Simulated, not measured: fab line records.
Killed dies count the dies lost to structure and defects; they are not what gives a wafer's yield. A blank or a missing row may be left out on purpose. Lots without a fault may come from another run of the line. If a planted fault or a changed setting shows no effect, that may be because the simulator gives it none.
What tool caused it? :: flow gf180mcu :: 15 lots, 45 wafers sampled, at 6 steps of a route of 602

WHAT THE GAUGES SHOWED, per wafer
GF_MVSD_TW_MEAS_11. Usual: MVSD_TW typically reads 1577, with standard deviation 9.5.
lot: L412
measured: day 4 09:32
on: filmMetro-04
MVSD_TW: 1579 1580 1590
flag: 

lot: L413
measured: day 4 16:34
on: filmMetro-03
MVSD_TW: 1561 1561 1558
flag: 

lot: L415
measured: day 5 04:37
on: filmMetro-03
MVSD_TW: 1575 1567 1564
flag: 

lot: L416
measured: day 5 09:46
on: filmMetro-04
MVSD_TW: 1583 1581 1585
flag: 

lot: L417
measured: day 5 16:17
on: filmMetro-03
MVSD_TW: 1565 1568 1565
flag: 

lot: L418
measured: day 5 22:14
on: filmMetro-03
MVSD_TW: 1554 1563 1559
flag: 

lot: L419
measured: day 6 04:09
on: filmMetro-01
MVSD_TW: 1573 1565 1569
flag: 

lot: L420
measured: day 6 07:47
on: filmMetro-03
MVSD_TW: 1582 1581 1582
flag: 

lot: L421
measured: day 6 17:10
on: filmMetro-03
MVSD_TW: 1578 1586 1585
flag: 

lot: L424
measured: day 7 08:31
on: filmMetro-01
MVSD_TW: 1579 1584 1593
flag: 

lot: L429
measured: day 8 15:55
on: filmMetro-01
MVSD_TW: 1582 1586 1584
flag: 

lot: L430
measured: day 8 20:22
on: filmMetro-01
MVSD_TW: 1520 1524 1518
flag: OFF

lot: L431
measured: day 9 00:33
on: filmMetro-03
MVSD_TW: 1506 1515 1515
flag: OFF

lot: L432
measured: day 9 08:10
on: filmMetro-03
MVSD_TW: 1508 1515 1514
flag: OFF

lot: L435
measured: day 10 01:17
on: filmMetro-03
MVSD_TW: 1557 1569 1559
flag: 

GF_VT_IMPLANT_RS_MEAS_46: measures by four-point-probe. Usual: MVSD_RS typically reads 456.8 ohm/sq, with standard deviation 1.1.
lot: L412
measured: day 7 10:50
on: filmMetro-01
MVSD_RS (ohm/sq): 456.0 456.3 457.3
flag: 

lot: L413
measured: day 7 20:12
on: filmMetro-04
MVSD_RS (ohm/sq): 458.0 458.4 457.8
flag: 

lot: L415
measured: day 8 11:13
on: filmMetro-04
MVSD_RS (ohm/sq): 455.8 456.1 457.4
flag: 

lot: L416
measured: day 8 16:09
on: filmMetro-03
MVSD_RS (ohm/sq): 456.7 456.5 455.4
flag: 

lot: L417
measured: day 8 23:40
on: filmMetro-01
MVSD_RS (ohm/sq): 455.0 454.7 455.5
flag: 

lot: L418
measured: day 9 06:42
on: filmMetro-01
MVSD_RS (ohm/sq): 457.9 457.3 456.5
flag: 

lot: L419
measured: day 9 14:44
on: filmMetro-03
MVSD_RS (ohm/sq): 457.1 456.9 456.9
flag: 

lot: L420
measured: day 9 17:32
on: filmMetro-01
MVSD_RS (ohm/sq): 456.2 457.0 455.9
flag: 

lot: L421
measured: day 10 04:33
on: filmMetro-01
MVSD_RS (ohm/sq): 458.7 456.7 456.8
flag: 

lot: L424
measured: day 10 23:11
on: filmMetro-04
MVSD_RS (ohm/sq): 457.3 456.9 457.0
flag: 

lot: L429
measured: day 12 10:08
on: filmMetro-04
MVSD_RS (ohm/sq): 456.8 456.3 454.8
flag: 

lot: L430
measured: day 12 15:50
on: filmMetro-04
MVSD_RS (ohm/sq): - - -
flag: OFF

lot: L431
measured: day 12 21:26
on: filmMetro-03
MVSD_RS (ohm/sq): - - -
flag: OFF

lot: L432
measured: day 13 05:17
on: filmMetro-01
MVSD_RS (ohm/sq): - - -
flag: OFF

lot: L435
measured: day 13 23:11
on: filmMetro-04
MVSD_RS (ohm/sq): 458.1 456.0 457.0
flag: 

GF_DUAL_GATE_OVL_MEAS_11. Usual: DUAL_GATE_OVL typically reads -1.2 nm, with standard deviation 1.6.
lot: L412
measured: day 8 05:47
on: overlay-01
DUAL_GATE_OVL (nm): -2.1 -1.7 -1.1
flag: 

lot: L413
measured: day 8 14:59
on: overlay-01
DUAL_GATE_OVL (nm): -1.0 -3.7 -3.3
flag: 

lot: L415
measured: day 9 06:29
on: overlay-02
DUAL_GATE_OVL (nm): 0.1 -0.6 0.3
flag: 

lot: L416
measured: day 9 11:47
on: overlay-01
DUAL_GATE_OVL (nm): -0.3 -0.9 1.4
flag: 

lot: L417
measured: day 9 19:36
on: overlay-01
DUAL_GATE_OVL (nm): -0.9 1.0 -1.7
flag: 

lot: L418
measured: day 10 03:23
on: overlay-01
DUAL_GATE_OVL (nm): -2.4 0.0 -1.5
flag: 

lot: L419
measured: day 10 10:36
on: overlay-02
DUAL_GATE_OVL (nm): 1.1 2.4 -0.6
flag: 

lot: L420
measured: day 10 12:53
on: overlay-01
DUAL_GATE_OVL (nm): -2.2 0.7 -1.4
flag: 

lot: L421
measured: day 11 03:05
on: overlay-02
DUAL_GATE_OVL (nm): -0.5 -0.5 -2.1
flag: 

lot: L424
measured: day 11 19:29
on: overlay-01
DUAL_GATE_OVL (nm): -1.1 -2.2 -0.1
flag: 

lot: L429
measured: day 13 07:50
on: overlay-02
DUAL_GATE_OVL (nm): -1.2 -2.2 -2.5
flag: 

lot: L435
measured: day 14 22:08
on: overlay-02
DUAL_GATE_OVL (nm): -1.8 -0.4 -0.2
flag: 

GF_HV_LDD_CD_MEAS_07: the cd target is 400 nm. Usual: cdNm 400.2 nm, standard deviation 1.9.
lot: L412
measured: day 9 21:36
on: cdSem-01
cdNm (nm): 398.6 399.0 398.9
flag: 

lot: L413
measured: day 10 07:47
on: cdSem-01
cdNm (nm): 398.0 399.2 398.5
flag: 

lot: L415
measured: day 10 22:53
on: cdSem-02
cdNm (nm): 402.0 402.2 401.4
flag: 

lot: L416
measured: day 11 04:26
on: cdSem-01
cdNm (nm): 401.0 400.6 400.6
flag: 

lot: L417
measured: day 11 13:14
on: cdSem-01
cdNm (nm): 402.5 405.3 403.8
flag: 

lot: L418
measured: day 11 22:16
on: cdSem-02
cdNm (nm): 401.8 400.2 401.7
flag: 

lot: L419
measured: day 12 06:29
on: cdSem-02
cdNm (nm): 400.8 399.3 401.0
flag: 

lot: L420
measured: day 12 08:38
on: cdSem-01
cdNm (nm): 400.9 397.0 395.9
flag: 

lot: L421
measured: day 12 23:01
on: cdSem-01
cdNm (nm): 399.4 400.6 397.7
flag: 

lot: L424
measured: day 13 16:20
on: cdSem-01
cdNm (nm): 403.3 401.2 400.5
flag: 

lot: L429
measured: day 15 07:05
on: cdSem-02
cdNm (nm): 398.5 400.6 399.3
flag: 

lot: L435
measured: day 16 22:53
on: cdSem-01
cdNm (nm): 398.7 398.4 398.8
flag: 

WHAT TOOL EACH LOT RAN ON (gives the tool, then ch and the chambers of the sampled wafers, and finally the start)
lot: L412
GF_MVSD_IMPLANT_09: implanter-04 ch 0, day 4 09:17
GF_DUAL_GATE_STRIP_13: plasmaAsher-01 ch 0,1, day 8 05:54

lot: L413
GF_MVSD_IMPLANT_09: implanter-02 ch 0, day 4 16:19
GF_DUAL_GATE_STRIP_13: plasmaAsher-04 ch 0,1, day 8 15:06

lot: L415
GF_MVSD_IMPLANT_09: implanter-02 ch 0, day 5 04:22
GF_DUAL_GATE_STRIP_13: plasmaAsher-04 ch 0,1, day 9 06:36

lot: L416
GF_MVSD_IMPLANT_09: implanter-02 ch 0, day 5 09:31
GF_DUAL_GATE_STRIP_13: plasmaAsher-04 ch 0,1, day 9 11:54

lot: L417
GF_MVSD_IMPLANT_09: implanter-04 ch 0, day 5 16:04
GF_DUAL_GATE_STRIP_13: plasmaAsher-01 ch 0,1, day 9 19:44

lot: L418
GF_MVSD_IMPLANT_09: implanter-02 ch 0, day 5 22:00
GF_DUAL_GATE_STRIP_13: plasmaAsher-01 ch 0,1, day 10 03:31

lot: L419
GF_MVSD_IMPLANT_09: implanter-04 ch 0, day 6 03:56
GF_DUAL_GATE_STRIP_13: plasmaAsher-04 ch 0,1, day 10 10:44

lot: L420
GF_MVSD_IMPLANT_09: implanter-04 ch 0, day 6 07:32
GF_DUAL_GATE_STRIP_13: plasmaAsher-04 ch 0, day 10 13:00

lot: L421
GF_MVSD_IMPLANT_09: implanter-01 ch 0, day 6 16:54
GF_DUAL_GATE_STRIP_13: plasmaAsher-04 ch 0, day 11 03:12

lot: L424
GF_MVSD_IMPLANT_09: implanter-01 ch 0, day 7 08:16
GF_DUAL_GATE_STRIP_13: plasmaAsher-02 ch 0,1, day 11 19:45

lot: L429
GF_MVSD_IMPLANT_09: implanter-02 ch 0, day 8 15:40
GF_DUAL_GATE_STRIP_13: plasmaAsher-04 ch 0,1, day 13 08:02

lot: L430
GF_MVSD_IMPLANT_09: implanter-04, day 8 20:07
GF_DUAL_GATE_STRIP_13: -

lot: L431
GF_MVSD_IMPLANT_09: implanter-02, day 9 00:21
GF_DUAL_GATE_STRIP_13: -

lot: L432
GF_MVSD_IMPLANT_09: implanter-01, day 9 07:55
GF_DUAL_GATE_STRIP_13: -

lot: L435
GF_MVSD_IMPLANT_09: implanter-01 ch 0, day 10 01:02
GF_DUAL_GATE_STRIP_13: plasmaAsher-01 ch 0,1, day 14 22:15
- GF_MVSD_IMPLANT_09
- GF_DUAL_GATE_STRIP_13: strips in O2/N2.

WHAT THE TOOLS THEMSELVES READ (means of the sampled wafers that have a number; where no wafer has one, the mark that the record gives instead)
GF_MVSD_IMPLANT_09. Usual: beamEnergyKeV 99.99, standard deviation 0.031; beamOnS 10.00 s, standard deviation 0.19.
lot: L412
tool: implanter-04
beamEnergyKeV: 100.04
beamOnS (s): 10.11
flag: 

lot: L413
tool: implanter-02
beamEnergyKeV: 100.02
beamOnS (s): 10.08
flag: 

lot: L415
tool: implanter-02
beamEnergyKeV: 99.95
beamOnS (s): 10.14
flag: 

lot: L416
tool: implanter-02
beamEnergyKeV: 99.96
beamOnS (s): 9.96
flag: 

lot: L417
tool: implanter-04
beamEnergyKeV: 99.97
beamOnS (s): 10.02
flag: 

lot: L418
tool: implanter-02
beamEnergyKeV: 99.99
beamOnS (s): 9.93
flag: 

lot: L419
tool: implanter-04
beamEnergyKeV: 99.99
beamOnS (s): 10.00
flag: 

lot: L420
tool: implanter-04
beamEnergyKeV: 100.01
beamOnS (s): 9.93
flag: 

lot: L421
tool: implanter-01
beamEnergyKeV: 100.01
beamOnS (s): 10.17
flag: 

lot: L424
tool: implanter-01
beamEnergyKeV: 99.95
beamOnS (s): 10.04
flag: 

lot: L429
tool: implanter-02
beamEnergyKeV: 100.04
beamOnS (s): 10.10
flag: 

lot: L430
tool: implanter-04
beamEnergyKeV: -
beamOnS (s): -
flag: OFF

lot: L431
tool: implanter-02
beamEnergyKeV: -
beamOnS (s): -
flag: OFF

lot: L432
tool: implanter-01
beamEnergyKeV: -
beamOnS (s): -
flag: OFF

lot: L435
tool: implanter-01
beamEnergyKeV: 100.00
beamOnS (s): 9.97
flag: 

GF_DUAL_GATE_STRIP_13. Usual: drypumpMotorCurrentA 6.0 A, standard deviation 0.54; heaterPowerW 324 W, standard deviation 9.9; n2FlowSccm 300.0 sccm, standard deviation 0.94; oesProductAu 0.716 a.u., standard deviation 0.0047; stripTimeToEndpointS 12.64 s, standard deviation 0.034.
lot: L412
tool: plasmaAsher-01
drypumpMotorCurrentA (A): 6.2
heaterPowerW (W): 325
n2FlowSccm (sccm): 299.8
oesProductAu (a.u.): 0.721
stripTimeToEndpointS (s): 12.68
flag: 

lot: L413
tool: plasmaAsher-04
drypumpMotorCurrentA (A): 5.8
heaterPowerW (W): 335
n2FlowSccm (sccm): 299.5
oesProductAu (a.u.): 0.716
stripTimeToEndpointS (s): 12.66
flag: 

lot: L415
tool: plasmaAsher-04
drypumpMotorCurrentA (A): 5.9
heaterPowerW (W): 320
n2FlowSccm (sccm): 299.2
oesProductAu (a.u.): 0.712
stripTimeToEndpointS (s): 12.70
flag: 

lot: L416
tool: plasmaAsher-04
drypumpMotorCurrentA (A): 5.8
heaterPowerW (W): 339
n2FlowSccm (sccm): 300.0
oesProductAu (a.u.): 0.721
stripTimeToEndpointS (s): 12.65
flag: 

lot: L417
tool: plasmaAsher-01
drypumpMotorCurrentA (A): 6.2
heaterPowerW (W): 324
n2FlowSccm (sccm): 299.2
oesProductAu (a.u.): 0.716
stripTimeToEndpointS (s): 12.65
flag: 

lot: L418
tool: plasmaAsher-01
drypumpMotorCurrentA (A): 5.8
heaterPowerW (W): 318
n2FlowSccm (sccm): 299.7
oesProductAu (a.u.): 0.714
stripTimeToEndpointS (s): 12.63
flag: 

lot: L419
tool: plasmaAsher-04
drypumpMotorCurrentA (A): 5.9
heaterPowerW (W): 323
n2FlowSccm (sccm): 300.4
oesProductAu (a.u.): 0.717
stripTimeToEndpointS (s): 12.63
flag: 

lot: L420
tool: plasmaAsher-04
drypumpMotorCurrentA (A): 5.8
heaterPowerW (W): 341
n2FlowSccm (sccm): 299.7
oesProductAu (a.u.): 0.714
stripTimeToEndpointS (s): 12.61
flag: 

lot: L421
tool: plasmaAsher-04
drypumpMotorCurrentA (A): 5.8
heaterPowerW (W): 335
n2FlowSccm (sccm): 301.1
oesProductAu (a.u.): 0.718
stripTimeToEndpointS (s): 12.59
flag: 

lot: L424
tool: plasmaAsher-02
drypumpMotorCurrentA (A): 6.2
heaterPowerW (W): 315
n2FlowSccm (sccm): 299.7
oesProductAu (a.u.): 0.718
stripTimeToEndpointS (s): 12.70
flag: 

lot: L429
tool: plasmaAsher-04
drypumpMotorCurrentA (A): 5.9
heaterPowerW (W): 330
n2FlowSccm (sccm): 300.3
oesProductAu (a.u.): 0.715
stripTimeToEndpointS (s): 12.67
flag: 

lot: L435
tool: plasmaAsher-01
drypumpMotorCurrentA (A): 5.7
heaterPowerW (W): 322
n2FlowSccm (sccm): 299.8
oesProductAu (a.u.): 0.721
stripTimeToEndpointS (s): 12.59
flag: 

THE ANSWER, worked out from the rows above alone
Rule: take the mean of a lot's wafers that have a number; if it is more than 3 standard deviations from the usual mean, the lot is off. Also off: a lot with no number at a reading for which 4 or more lots have one. The other lots that the step has rows for count as sound. The gauges are gone through in route order, then the tools' own readings, and for those a lot's mean is taken as printed above. At the first step where some lot is off, the reading lying furthest off is the one used; lots without a number count as furthest.
Off: L430, L431, L432, seen at GF_MVSD_TW_MEAS_11 (MVSD_TW).
If a tool, at a process step before that reading, ran all the lots that are off and no sound lot after the first of them, it fits. The gauges at GF_MVSD_TW_MEAS_11 aren't tried: what is off there is off at GF_MVSD_IMPLANT_09 too, on other tools, and a gauge's error can't cause that. No candidate that was tried fits.

WHAT WAS PUT IN BY THE SIMULATOR
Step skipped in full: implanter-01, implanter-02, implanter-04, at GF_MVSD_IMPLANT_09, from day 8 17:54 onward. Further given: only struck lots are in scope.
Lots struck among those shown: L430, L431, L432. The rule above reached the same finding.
